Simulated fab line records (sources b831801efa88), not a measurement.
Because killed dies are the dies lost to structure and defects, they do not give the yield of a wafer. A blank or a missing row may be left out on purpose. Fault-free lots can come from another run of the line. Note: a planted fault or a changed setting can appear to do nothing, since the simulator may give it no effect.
fab line records -- flow gf180mcu -- part 1 of 2: steps 1 to 29 of 39
[record] lots = 5, wafers = 15, lastDay = 34
route steps=602 shown M5@537 V5@540 TOP_METAL@567
lots with no fault: from the same line, run without faults
startH: the number of hours between the record's first day and the start of the first shown wafer of the lot -- waitH: hours since the lot's step before -- " identical to the entry in the row above -- L1.1+2: a row that stands for several wafers -- - no value, or no start was given -- * or withheld: withheld -- < > ~ a bound
route shown NAME@n: NAME is a module with steps in the file, n the number in the route of the first one -- usual: mean/standard deviation taken from wafers without a fault -- same: alike in all rows -- chamber/n: place in a boat -- sites: the reading at each site -- _std_site: the standard deviation of these -- _edge_site: outer sites' mean less inner sites' -- radiusMm: for every site, how far away it sits from the centre of the wafer -- mask NAME#n: copy n -- behind: the most recent tool/chamber to have shaped the wafer -- hold: what put the lot on hold/how long, in hours/how the hold closed -- device: which transistor (n, p or np) failed to switch -- end of line: the same wafers' tests at the end of the route -- a step with no rows: only its recipe -- killed: count of dies lost to structure and defects at first sort (not the wafer's yield) -- map: a wafer's dies, marking killed ones x, the rest . and places with no die _
set.NAME: the run value of the setting; set.NAME@STEP: its run value at that earlier step -- model.NAME: the simulator's own value behind a step, which no gauge read
certain route steps with their lots: each step a table, each wafer a row
services: a tool's chamber out of use, with start hour (startH, from the record's first day; less than 0 if before it), hours out, and reason
[[steps]]
[step GF_M5_STRIP_11]
[recipe] chemistry = O2/N2, powerW = 1400, pressureMtorr = 1500, platenTempC = 250, o2FlowSccm = 3000, n2FlowSccm = 300, overashFraction = 0.5
[usual] drypumpMotorCurrentA = 5.64/0.18, heaterPowerW = 366/33, oesProductAu = 0.542/0.0052, stripTimeToEndpointS = 7.50/0.043
lot.wafer,tool,chamber,startH,waitH,drypumpMotorCurrentA,heaterPowerW,oesProductAu,rfHoursCounterH,stripTimeToEndpointS
L082.1,plasmaAsher-03,1,677.62,0.1,5.53,370,0.542,93,7.50
L082.3,plasmaAsher-03,0,677.62,0.1,5.86,328,0.544,-,7.52
L082.4,plasmaAsher-03,1,677.62,0.1,5.56,363,0.544,-,7.54
L084.2,plasmaAsher-02,1,692.02,0.1,5.58,422,0.545,51,7.55
L084.3,plasmaAsher-02,1,692.02,0.1,5.58,416,0.555,-,7.56
L084.4,plasmaAsher-02,0,692.02,0.1,5.48,401,0.543,-,7.57
L085.3,plasmaAsher-03,1,701.15,0.1,5.53,375,0.541,-,7.48
L085.5,plasmaAsher-03,1,701.15,0.1,5.53,360,0.539,-,7.50
L085.6,plasmaAsher-03,0,701.15,0.1,5.87,325,0.552,-,7.56
L090.1,plasmaAsher-03,0,728.80,0.1,5.85,331,0.547,98,7.49
L090.4,plasmaAsher-03,1,728.80,0.1,5.54,373,0.546,-,7.50
L090.6,plasmaAsher-03,1,728.80,0.1,5.53,369,0.539,-,7.46
L094.2,plasmaAsher-02,0,751.17,0.1,5.44,394,0.544,57,7.44
L094.3,plasmaAsher-02,1,751.17,0.1,5.57,415,0.544,-,7.40
L094.6,plasmaAsher-02,0,751.17,0.1,5.46,389,0.539,-,7.37
[step GF_M5_STRIP_12]
[recipe] chemistry = postEtchResidueRemover, timeS = 1200, tempC = 72.5
[usual] bathGuardTempC = 72.4/0.37, bathHeatDutyPct = 14.5/1.7
lot.wafer,tool,chamber,startH,waitH,bathGuardTempC,bathHeatDutyPct
L082.1,wetBench-04,3,677.72,0.1,72.9,14.5
L082.3,wetBench-04,3,677.72,0.1,72.9,12.5
L082.4,wetBench-04,3,677.72,0.1,72.8,13.9
L084.2,wetBench-02,2,692.12,0.1,72.1,14.0
L084.3,wetBench-02,2,692.12,0.1,72.3,13.1
L084.4,wetBench-02,2,692.12,0.1,72.1,13.5
L085.3,wetBench-01,1,701.22,0.0,72.4,12.7
L085.5,wetBench-01,1,701.22,0.0,72.4,12.3
L085.6,wetBench-01,1,701.22,0.0,72.9,12.4
L090.1,wetBench-01,2,728.90,0.1,73.1,12.2
L090.4,wetBench-01,2,728.90,0.1,73.4,11.6
L090.6,wetBench-01,2,728.90,0.1,73.0,11.9
L094.2,wetBench-02,2,751.27,0.1,72.0,13.3
L094.3,wetBench-02,2,751.27,0.1,71.9,13.2
L094.6,wetBench-02,2,751.27,0.1,72.1,13.5
[step GF_M5_CLEAN_13]
[recipe] chemistry = DIW, dry = n2Spin
lot.wafer,tool,chamber,startH,waitH
L082.1+3+4,wetBench-01,2,678.06,0.0
L084.2+3+4,wetBench-04,3,692.46,0.0
L085.3+5+6,wetBench-04,3,701.90,0.0
L090.1+4+6,wetBench-02,0,729.24,0.0
L094.2+3+6,wetBench-01,2,751.61,0.0
[step GF_V5_CVD_00]
[recipe] material = SiO2, targetThkNm = 300, sigmaOpenFrac = 0.3, tempC = 400, timeS = 50, sih4FlowSccm = 60, pressureMtorr = 6
lot.wafer,tool,chamber,startH,waitH
L082.1+3+4,hdpcvd-01,"1,2,2",678.16,0.0
L084.2+3+4,hdpcvd-02,"0,2,1",692.56,0.0
L085.3+5+6,hdpcvd-01,"0,0,2",702.00,0.0
L090.1+4+6,hdpcvd-02,"0,1,0",729.33,0.0
L094.2+3+6,hdpcvd-01,"2,1,2",751.70,0.0
[step GF_V5_THK_MEAS_01]
[recipe] reads = SiO2_of_V5_CVD_00
[usual] V5_CVD_00_THK = 300/3.9
lot.wafer,tool,chamber,startH,waitH,V5_CVD_00_THK[nm]
L082.1,filmMetro-02,-,678.21,0.0,307
L082.3,filmMetro-02,-,678.21,0.0,310
L082.4,filmMetro-02,-,678.21,0.0,309
L084.2,filmMetro-02,-,692.62,0.0,297
L084.3,filmMetro-02,-,692.62,0.0,303
L084.4,filmMetro-02,-,692.62,0.0,297
L085.3,filmMetro-02,-,702.06,0.0,305
L085.5,filmMetro-02,-,702.06,0.0,298
L085.6,filmMetro-02,-,702.06,0.0,309
L090.1,filmMetro-01,-,729.38,0.0,297
L090.4,filmMetro-01,-,729.38,0.0,299
L090.6,filmMetro-01,-,729.38,0.0,301
L094.2,filmMetro-04,-,751.76,0.0,303
L094.3,filmMetro-04,-,751.76,0.0,303
L094.6,filmMetro-04,-,751.76,0.0,303
[step GF_V5_CVD_02]
[recipe] material = SiO2, targetThkNm = 1450, precursor = TEOS, tempC = 400, timeS = 163.28, rfW = 617.3
[usual] heaterPowerW = 705/140
lot.wafer,tool,chamber,startH,waitH,heaterPowerW
L082.1,pecvd-03,1,678.27,0.1,911
L082.3,pecvd-03,2,678.27,0.1,575
L082.4,pecvd-03,1,678.27,0.1,1025
L084.2,pecvd-04,1,692.67,0.0,742
L084.3,pecvd-04,0,692.67,0.0,640
L084.4,pecvd-04,2,692.67,0.0,632
L085.3,pecvd-03,1,702.10,0.0,1048
L085.5,pecvd-03,0,702.10,0.0,642
L085.6,pecvd-03,2,702.10,0.0,561
L090.1,pecvd-04,2,729.44,0.1,660
L090.4,pecvd-04,0,729.44,0.1,554
L090.6,pecvd-04,2,729.44,0.1,757
L094.2,pecvd-03,2,751.81,0.0,583
L094.3,pecvd-03,1,751.81,0.0,1031
L094.6,pecvd-03,0,751.81,0.0,505
[step GF_V5_THK_MEAS_03]
[recipe] reads = SiO2_of_V5_CVD_02
[usual] V5_CVD_02_THK = 1460/19
lot.wafer,tool,chamber,startH,waitH,V5_CVD_02_THK[nm]
L082.1,filmMetro-04,-,678.43,0.1,1439
L082.3,filmMetro-04,-,678.43,0.1,1471
L082.4,filmMetro-04,-,678.43,0.1,1465
L084.2,filmMetro-01,-,692.78,0.1,1422
L084.3,filmMetro-01,-,692.78,0.1,1436
L084.4,filmMetro-01,-,692.78,0.1,1465
L085.3,filmMetro-04,-,702.23,0.1,1458
L085.5,filmMetro-04,-,702.23,0.1,1484
L085.6,filmMetro-04,-,702.23,0.1,1491
L090.1,filmMetro-02,-,729.55,0.1,1445
L090.4,filmMetro-02,-,729.55,0.1,1474
L090.6,filmMetro-02,-,729.55,0.1,1479
L094.2,filmMetro-01,-,751.92,0.1,1470
L094.3,filmMetro-01,-,751.92,0.1,1445
L094.6,filmMetro-01,-,751.92,0.1,1498
[step GF_V5_CMP_04]
[recipe] material = SiO2, downForcePsi = 4, platenRpm = 60, padVelocityMS = 0.94248
[usual] motorCurrentA = 12.5/1.2
lot.wafer,tool,chamber,startH,waitH,motorCurrentA
L082.1,cmp-02,2,678.54,0.1,13.2
L082.3,cmp-02,3,678.54,0.1,14.3
L082.4,cmp-02,0,678.54,0.1,13.4
L084.4,cmp-02,1,692.88,0.1,13.5
L084.2,cmp-02,2,692.88,0.1,13.7
L084.3,cmp-02,3,692.88,0.1,14.1
L085.3,cmp-02,1,702.32,0.1,12.8
L085.5,cmp-02,0,702.32,0.1,13.0
L085.6,cmp-02,1,702.32,0.1,12.6
L090.1,cmp-02,0,729.61,0.1,12.9
L090.4,cmp-02,2,729.61,0.1,14.4
L090.6,cmp-02,1,729.61,0.1,12.8
L094.2,cmp-01,0,752.04,0.1,11.0
L094.3,cmp-01,1,752.04,0.1,11.5
L094.6,cmp-01,3,752.04,0.1,13.1
[step GF_V5_BOW_MEAS_05]
[recipe] mode = bow
[usual] V5_BOW = 132/11
lot.wafer,tool,chamber,startH,waitH,V5_BOW[um]
L082.1,filmMetro-02,-,678.79,0.2,139
L082.3,filmMetro-02,-,678.79,0.2,129
L082.4,filmMetro-02,-,678.79,0.2,145
L084.2,filmMetro-02,-,693.15,0.2,132
L084.3,filmMetro-02,-,693.15,0.2,119
L084.4,filmMetro-02,-,693.15,0.2,119
L085.3,filmMetro-04,-,702.61,0.2,103
L085.5,filmMetro-04,-,702.61,0.2,108
L085.6,filmMetro-04,-,702.61,0.2,111
L090.1,filmMetro-04,-,729.91,0.3,129
L090.4,filmMetro-04,-,729.91,0.3,135
L090.6,filmMetro-04,-,729.91,0.3,135
L094.2,filmMetro-04,-,752.42,0.3,118
L094.3,filmMetro-04,-,752.42,0.3,122
L094.6,filmMetro-04,-,752.42,0.3,115
[step GF_V5_DEHYDRATE_06]
[recipe] tempC = 200, timeS = 60
lot.wafer,tool,chamber,startH,waitH
L082.1+3+4,lithoTrack-01,0,687.03,8.2
L084.2+3+4,lithoTrack-03,0,701.40,8.2
L085.3+5+6,lithoTrack-03,0,710.78,8.2
L090.1+4+6,lithoTrack-02,0,737.71,7.8
L094.2+3+6,lithoTrack-03,0,759.90,7.5
[step GF_V5_HMDS_07]
[recipe] primeTimeS = 60, primeTempC = 120
lot.wafer,tool,chamber,startH,waitH
L082.1+3+4,lithoTrack-01,0,687.18,0.1
L084.2+3+4,lithoTrack-03,0,701.55,0.1
L085.3+5+6,lithoTrack-03,0,710.93,0.1
L090.1+4+6,lithoTrack-02,0,737.86,0.1
L094.2+3+6,lithoTrack-03,0,760.05,0.1
[step GF_V5_COAT_08]
[recipe] resist = BARC, tempC = withheld, timeS = withheld, spinRpm = withheld, resistThkNm = withheld
lot.wafer,tool,chamber,startH,waitH
L082.1+3+4,lithoTrack-01,0,687.33,0.1
L084.2+3+4,lithoTrack-03,0,701.70,0.1
L085.3+5+6,lithoTrack-03,0,711.08,0.1
L090.1+4+6,lithoTrack-02,0,738.01,0.1
L094.2+3+6,lithoTrack-03,0,760.20,0.1
[step GF_V5_COAT_09]
[recipe] resist = KrF, spinRpm = withheld, resistThkNm = 1000
lot.wafer,tool,chamber,startH,waitH
L082.1+3+4,lithoTrack-01,0,-,-
L084.2+3+4,lithoTrack-03,0,-,-
L085.3+5+6,lithoTrack-03,0,-,-
L090.1+4+6,lithoTrack-02,0,-,-
L094.2+3+6,lithoTrack-03,0,-,-
[step GF_V5_SOFTBAKE_10]
[recipe] tempC = 128.7, timeS = 60, resist = KrF
lot.wafer,tool,chamber,startH,waitH
L082.1+3+4,lithoTrack-01,0,-,-
L084.2+3+4,lithoTrack-03,0,-,-
L085.3+5+6,lithoTrack-03,0,-,-
L090.1+4+6,lithoTrack-02,0,-,-
L094.2+3+6,lithoTrack-03,0,-,-
[step GF_V5_EXPOSE_11]
[recipe] maskId = Via5, targetCdNm = 260, na = 0.68, sourceShape = conventional, sigmaOuter = 0.6, doseMj = 38
[usual] reticleTempC = 23.02/0.1
lot.wafer,tool,chamber,startH,waitH,mask,reticleTempC
L082.1,krfScanner-01,0,-,-,Via5#0,23.07
L082.3,krfScanner-01,0,-,-,Via5#0,23.19
L082.4,krfScanner-01,0,-,-,Via5#0,23.19
L084.2,krfScanner-01,0,-,-,Via5#0,22.89
L084.3,krfScanner-01,0,-,-,Via5#0,23.06
L084.4,krfScanner-01,0,-,-,Via5#0,22.99
L085.3,krfScanner-02,0,-,-,Via5#0,22.93
L085.5,krfScanner-02,0,-,-,Via5#0,23.02
L085.6,krfScanner-02,0,-,-,Via5#0,22.89
L090.1,krfScanner-02,0,-,-,Via5#0,23.06
L090.4,krfScanner-02,0,-,-,Via5#0,23.13
L090.6,krfScanner-02,0,-,-,Via5#0,23.13
L094.2,krfScanner-02,0,-,-,Via5#0,23.00
L094.3,krfScanner-02,0,-,-,Via5#0,22.98
L094.6,krfScanner-02,0,-,-,Via5#0,22.91
[step GF_V5_PEB_12]
[recipe] pebTempC = 135, pebTimeS = 90, resist = KrF
lot.wafer,tool,chamber,startH,waitH
L082.1+3+4,lithoTrack-03,0,-,-
L084.2+3+4,lithoTrack-03,0,-,-
L085.3+5+6,lithoTrack-02,0,-,-
L090.1+4+6,lithoTrack-03,0,-,-
L094.2+3+6,lithoTrack-03,0,-,-
[step GF_V5_DEVELOP_13]
[recipe] developTimeS = 60, resist = KrF, devTempC = 21
[usual] developerTempC = 20.99/0.099
lot.wafer,tool,chamber,startH,waitH,developerTempC
L082.1,lithoTrack-03,0,696.88,0.2,20.92
L082.3,lithoTrack-03,0,696.88,0.2,21.00
L082.4,lithoTrack-03,0,696.88,0.2,20.87
L084.2,lithoTrack-03,0,710.60,0.2,21.04
L084.3,lithoTrack-03,0,710.60,0.2,21.01
L084.4,lithoTrack-03,0,710.60,0.2,20.93
L085.3,lithoTrack-02,0,720.41,0.1,21.11
L085.5,lithoTrack-02,0,720.41,0.1,21.10
L085.6,lithoTrack-02,0,720.41,0.1,21.02
L090.1,lithoTrack-03,0,746.48,0.2,21.04
L090.4,lithoTrack-03,0,746.48,0.2,21.12
L090.6,lithoTrack-03,0,746.48,0.2,21.10
L094.2,lithoTrack-03,0,768.85,0.2,21.05
L094.3,lithoTrack-03,0,768.85,0.2,20.89
L094.6,lithoTrack-03,0,768.85,0.2,20.93
[step GF_V5_CD_MEAS_14]
[recipe] targetCdNm = 260
[usual] cdNm = 260.0/1.2
lot.wafer,tool,chamber,startH,waitH,cdNm
L082.1,cdSem-02,-,697.03,0.1,258.7
L082.3,cdSem-02,-,697.03,0.1,258.9
L082.4,cdSem-02,-,697.03,0.1,259.2
L084.2,cdSem-01,-,710.75,0.1,260.2
L084.3,cdSem-01,-,710.75,0.1,259.5
L084.4,cdSem-01,-,710.75,0.1,259.9
L085.3,cdSem-01,-,720.55,0.1,260.6
L085.5,cdSem-01,-,720.55,0.1,262.1
L085.6,cdSem-01,-,720.55,0.1,260.9
L090.1,cdSem-02,-,746.63,0.1,257.8
L090.4,cdSem-02,-,746.63,0.1,258.7
L090.6,cdSem-02,-,746.63,0.1,259.1
L094.2,cdSem-01,-,769.00,0.1,261.5
L094.3,cdSem-01,-,769.00,0.1,260.4
L094.6,cdSem-01,-,769.00,0.1,261.4
[step GF_V5_OVL_MEAS_15]
[usual] V5_OVL = 1/4.7
lot.wafer,tool,chamber,startH,waitH,V5_OVL[nm]
L082.1,overlay-02,-,697.15,0.1,-3
L082.3,overlay-02,-,697.15,0.1,-2
L082.4,overlay-02,-,697.15,0.1,0
L084.2,overlay-02,-,710.85,0.1,1
L084.3,overlay-02,-,710.85,0.1,0
L084.4,overlay-02,-,710.85,0.1,-6
L085.3,overlay-02,-,720.64,0.1,2
L085.5,overlay-02,-,720.64,0.1,1
L085.6,overlay-02,-,720.64,0.1,-5
L090.1,overlay-01,-,746.75,0.1,8
L090.4,overlay-01,-,746.75,0.1,-3
L090.6,overlay-01,-,746.75,0.1,5
L094.2,overlay-02,-,769.10,0.1,-2
L094.3,overlay-02,-,769.10,0.1,5
L094.6,overlay-02,-,769.10,0.1,4
[step GF_V5_ETCH_16]
[recipe] chemistry = N2/H2, targetDepthA = withheld, overetchA = withheld, timeS = withheld, target = BARC, ionEnergyEv = 200, sourceW = 500, biasW = 100, pressureMtorr = 30, n2FlowSccm = 100, h2FlowSccm = 200
[usual] drypumpMotorCurrentA = 5.7/0.45, oesProductAu = 0.854/0.0042, throttleValvePct = 13.225/0.0087
lot.wafer,tool,chamber,startH,waitH,drypumpMotorCurrentA,oesProductAu,throttleValvePct
L082.1,rieDiel-01,2,697.18,0.0,6.5,0.858,13.230
L082.3,rieDiel-01,1,697.18,0.0,5.9,0.855,13.236
L082.4,rieDiel-01,3,697.18,0.0,5.6,0.857,13.231
L084.2,rieDiel-03,0,710.88,0.0,6.1,0.855,13.222
L084.3,rieDiel-03,1,710.88,0.0,5.9,0.853,13.215
L084.4,rieDiel-03,3,710.88,0.0,5.4,0.854,13.225
L085.3,rieDiel-03,3,720.67,0.0,5.5,0.852,13.231
L085.5,rieDiel-03,1,720.67,0.0,5.9,0.850,13.222
L085.6,rieDiel-03,0,720.67,0.0,6.1,0.845,13.216
L090.1,rieDiel-02,0,746.78,0.0,5.3,0.850,13.218
L090.4,rieDiel-02,3,746.78,0.0,5.0,0.850,13.241
L090.6,rieDiel-02,2,746.78,0.0,6.3,0.850,13.226
L094.2,rieDiel-01,1,769.13,0.0,5.9,0.854,13.219
L094.3,rieDiel-01,0,769.13,0.0,5.1,0.857,13.218
L094.6,rieDiel-01,2,769.13,0.0,6.5,0.854,13.222
[step GF_V5_ETCH_17]
[recipe] chemistry = C4F8/O2/Ar, maskMaterial = KrF, target = SiO2, stopOn = TiN, sourceW = 1500, biasW = 1200, pressureMtorr = 40, c4f8FlowSccm = withheld, O2_flow_sccm = 6, Ar_flow_sccm = 300, timeS = withheld, targetDepthA = 8550
[usual] oesProductAu = 0.859/0.0045
lot.wafer,tool,chamber,startH,waitH,oesProductAu
L082.1,rieDiel-01,2,-,-,0.862
L082.3,rieDiel-01,1,-,-,0.859
L082.4,rieDiel-01,3,-,-,0.860
L084.2,rieDiel-03,0,-,-,0.855
L084.3,rieDiel-03,1,-,-,0.857
L084.4,rieDiel-03,3,-,-,0.861
L085.3,rieDiel-03,3,-,-,0.861
L085.5,rieDiel-03,1,-,-,0.865
L085.6,rieDiel-03,0,-,-,0.856
L090.1,rieDiel-02,0,-,-,0.864
L090.4,rieDiel-02,3,-,-,0.866
L090.6,rieDiel-02,2,-,-,0.866
L094.2,rieDiel-01,1,-,-,0.861
L094.3,rieDiel-01,0,-,-,0.865
L094.6,rieDiel-01,2,-,-,0.854
[step GF_V5_STRIP_18]
[recipe] chemistry = O2/N2, powerW = 1400, pressureMtorr = 1500, platenTempC = 250, o2FlowSccm = 3000, n2FlowSccm = 300, overashFraction = 0.5
[usual] drypumpMotorCurrentA = 5.5/0.35, heaterPowerW = 351/47, oesProductAu = 0.569/0.0057
lot.wafer,tool,chamber,startH,waitH,drypumpMotorCurrentA,heaterPowerW,oesProductAu,rfHoursCounterH
L082.1,plasmaAsher-04,1,697.34,-,5.0,305,0.567,115
L082.3,plasmaAsher-04,0,697.34,-,5.9,315,0.577,-
L082.4,plasmaAsher-04,1,697.34,-,4.9,314,0.564,-
L084.2,plasmaAsher-02,1,711.04,-,5.6,424,0.566,53
L084.3,plasmaAsher-02,1,711.04,-,5.6,428,0.578,-
L084.4,plasmaAsher-02,0,711.04,-,5.4,394,0.570,-
L085.3,plasmaAsher-02,0,720.85,-,5.5,393,0.575,-
L085.5,plasmaAsher-02,1,720.85,-,5.6,414,0.569,-
L085.6,plasmaAsher-02,0,720.85,-,5.4,396,0.561,-
L090.1,plasmaAsher-03,1,746.94,-,5.5,379,0.564,100
L090.4,plasmaAsher-03,1,746.94,-,5.5,365,0.576,-
L090.6,plasmaAsher-03,1,746.94,-,5.5,374,0.564,-
L094.2,plasmaAsher-02,1,769.29,-,5.6,436,0.566,59
L094.3,plasmaAsher-02,0,769.29,-,5.5,393,0.557,-
L094.6,plasmaAsher-02,0,769.29,-,5.5,400,0.569,-
[step GF_V5_STRIP_19]
[recipe] chemistry = postEtchResidueRemover, timeS = 1200, tempC = 72.5
[usual] bathGuardTempC = 72.6/0.47, bathHeatDutyPct = 14.1/2.1
lot.wafer,tool,chamber,startH,waitH,bathGuardTempC,bathHeatDutyPct
L082.1,wetBench-03,2,697.44,0.1,72.5,13.3
L082.3,wetBench-03,2,697.44,0.1,72.9,13.5
L082.4,wetBench-03,2,697.44,0.1,72.8,13.7
L084.2,wetBench-01,1,711.14,0.1,72.5,11.3
L084.3,wetBench-01,1,711.14,0.1,72.5,13.0
L084.4,wetBench-01,1,711.14,0.1,72.8,11.7
L085.3,wetBench-01,3,720.92,0.0,71.9,18.0
L085.5,wetBench-01,3,720.92,0.0,72.1,16.7
L085.6,wetBench-01,3,720.92,0.0,72.3,18.4
L090.1,wetBench-04,3,747.04,0.1,73.2,12.1
L090.4,wetBench-04,3,747.04,0.1,73.1,13.1
L090.6,wetBench-04,3,747.04,0.1,72.9,12.7
L094.2,wetBench-03,2,769.39,0.1,72.7,12.4
L094.3,wetBench-03,2,769.39,0.1,72.4,14.3
L094.6,wetBench-03,2,769.39,0.1,72.9,13.7
[step GF_V5_CLEAN_20]
[recipe] chemistry = DIW, dry = n2Spin
lot.wafer,tool,chamber,startH,waitH
L082.1+3+4,wetBench-01,3,697.83,0.0
L084.2+3+4,wetBench-04,1,711.48,0.0
L085.3+5+6,wetBench-01,1,721.26,0.0
L090.1+4+6,wetBench-01,2,747.38,0.0
L094.2+3+6,wetBench-04,1,770.07,0.0
[step GF_V5_SPUTTER_21]
[recipe] material = Ti, targetThkNm = 15, chamberPressurePa = 5, powerW = 2500, substrateTempC = 200, timeS = 80.02
[usual] throttleValvePct = 30.2/0.92
lot.wafer,tool,chamber,startH,waitH,throttleValvePct
L082.1,pvdSputter-03,-,698.01,0.0,30.6
L082.3,pvdSputter-03,-,698.01,0.0,30.2
L082.4,pvdSputter-03,-,698.01,0.0,29.4
L084.2,pvdSputter-03,-,711.58,0.0,29.5
L084.3,pvdSputter-03,-,711.58,0.0,30.3
L084.4,pvdSputter-03,-,711.58,0.0,29.6
L085.3,pvdSputter-02,-,721.35,0.0,29.3
L085.5,pvdSputter-02,-,721.35,0.0,30.9
L085.6,pvdSputter-02,-,721.35,0.0,29.3
L090.1,pvdSputter-03,-,747.47,0.0,29.4
L090.4,pvdSputter-03,-,747.47,0.0,30.7
L090.6,pvdSputter-03,-,747.47,0.0,29.3
L094.2,pvdSputter-03,-,770.44,0.0,29.2
L094.3,pvdSputter-03,-,770.44,0.0,30.8
L094.6,pvdSputter-03,-,770.44,0.0,30.4
[step GF_V5_SPUTTER_22]
[recipe] material = TiN, targetThkNm = 10, chamberPressurePa = 5, powerW = 4000, timeS = 40
[usual] throttleValvePct = 30.2/0.94
lot.wafer,tool,chamber,startH,waitH,throttleValvePct
L082.1,pvdSputter-03,-,698.07,0.0,30.8
L082.3,pvdSputter-03,-,698.07,0.0,30.5
L082.4,pvdSputter-03,-,698.07,0.0,29.5
L084.2,pvdSputter-03,-,711.64,0.0,29.3
L084.3,pvdSputter-03,-,711.64,0.0,30.4
L084.4,pvdSputter-03,-,711.64,0.0,29.4
L085.3,pvdSputter-02,-,721.41,0.0,29.2
L085.5,pvdSputter-02,-,721.41,0.0,30.9
L085.6,pvdSputter-02,-,721.41,0.0,29.4
L090.1,pvdSputter-03,-,747.53,0.0,29.2
L090.4,pvdSputter-03,-,747.53,0.0,30.6
L090.6,pvdSputter-03,-,747.53,0.0,29.2
L094.2,pvdSputter-03,-,770.50,0.0,29.1
L094.3,pvdSputter-03,-,770.50,0.0,30.6
L094.6,pvdSputter-03,-,770.50,0.0,30.3
[step GF_V5_CVD_23]
[recipe] material = W, targetThkNm = 350, timeS = 104.9, tempC = 400, pressureTorr = 40
[usual] heaterPowerW = 836/100
lot.wafer,tool,chamber,startH,waitH,heaterPowerW
L082.1,cvdW-02,0,698.11,0.0,960
L082.3,cvdW-02,0,698.11,0.0,965
L082.4,cvdW-02,1,698.11,0.0,708
L084.2,cvdW-02,0,711.68,0.0,947
L084.3,cvdW-02,1,711.68,0.0,702
L084.4,cvdW-02,0,711.68,0.0,988
L085.3,cvdW-01,0,721.53,0.1,888
L085.5,cvdW-01,0,721.53,0.1,880
L085.6,cvdW-01,0,721.53,0.1,897
L090.1,cvdW-02,0,747.57,0.0,985
L090.4,cvdW-02,0,747.57,0.0,972
L090.6,cvdW-02,1,747.57,0.0,709
L094.2,cvdW-02,0,770.54,0.0,983
L094.3,cvdW-02,1,770.54,0.0,695
L094.6,cvdW-02,1,770.54,0.0,712
[step GF_V5_RS_MEAS_24]
[recipe] thkMeasGauge = four-point-probe, reads = W_of_V5_CVD_23+TiN_of_V5_SPUTTER_22+Ti_of_V5_SPUTTER_21
[usual] V5_W_RS = 0.329/0.0036
lot.wafer,tool,chamber,startH,waitH,V5_W_RS[ohm/sq]
L082.1,filmMetro-04,-,698.22,0.1,0.336
L082.3,filmMetro-04,-,698.22,0.1,0.334
L082.4,filmMetro-04,-,698.22,0.1,0.328
L084.2,filmMetro-04,-,711.81,0.1,0.334
L084.3,filmMetro-04,-,711.81,0.1,0.329
L084.4,filmMetro-04,-,711.81,0.1,0.329
L085.3,filmMetro-01,-,721.72,0.2,0.329
L085.5,filmMetro-01,-,721.72,0.2,0.326
L085.6,filmMetro-01,-,721.72,0.2,0.327
L090.1,filmMetro-02,-,747.68,0.1,0.329
L090.4,filmMetro-02,-,747.68,0.1,0.329
L090.6,filmMetro-02,-,747.68,0.1,0.332
L094.2,filmMetro-01,-,770.67,0.1,0.327
L094.3,filmMetro-01,-,770.67,0.1,0.333
L094.6,filmMetro-01,-,770.67,0.1,0.330
[step GF_V5_THK_MEAS_25]
[recipe] thkMeasGauge = xrf, reads = W_of_V5_CVD_23
[usual] V5_W_THK = 353/5.4
lot.wafer,tool,chamber,startH,waitH,V5_W_THK[nm]
L082.1,filmMetro-04,-,698.34,0.1,346
L082.3,filmMetro-04,-,698.34,0.1,350
L082.4,filmMetro-04,-,698.34,0.1,352
L084.2,filmMetro-04,-,711.92,0.1,345
L084.3,filmMetro-04,-,711.92,0.1,351
L084.4,filmMetro-04,-,711.92,0.1,353
L085.3,filmMetro-01,-,721.82,0.1,357
L085.5,filmMetro-01,-,721.82,0.1,359
L085.6,filmMetro-01,-,721.82,0.1,361
L090.1,filmMetro-02,-,747.80,0.1,344
L090.4,filmMetro-02,-,747.80,0.1,348
L090.6,filmMetro-02,-,747.80,0.1,347
L094.2,filmMetro-01,-,770.78,0.1,356
L094.3,filmMetro-01,-,770.78,0.1,346
L094.6,filmMetro-01,-,770.78,0.1,353
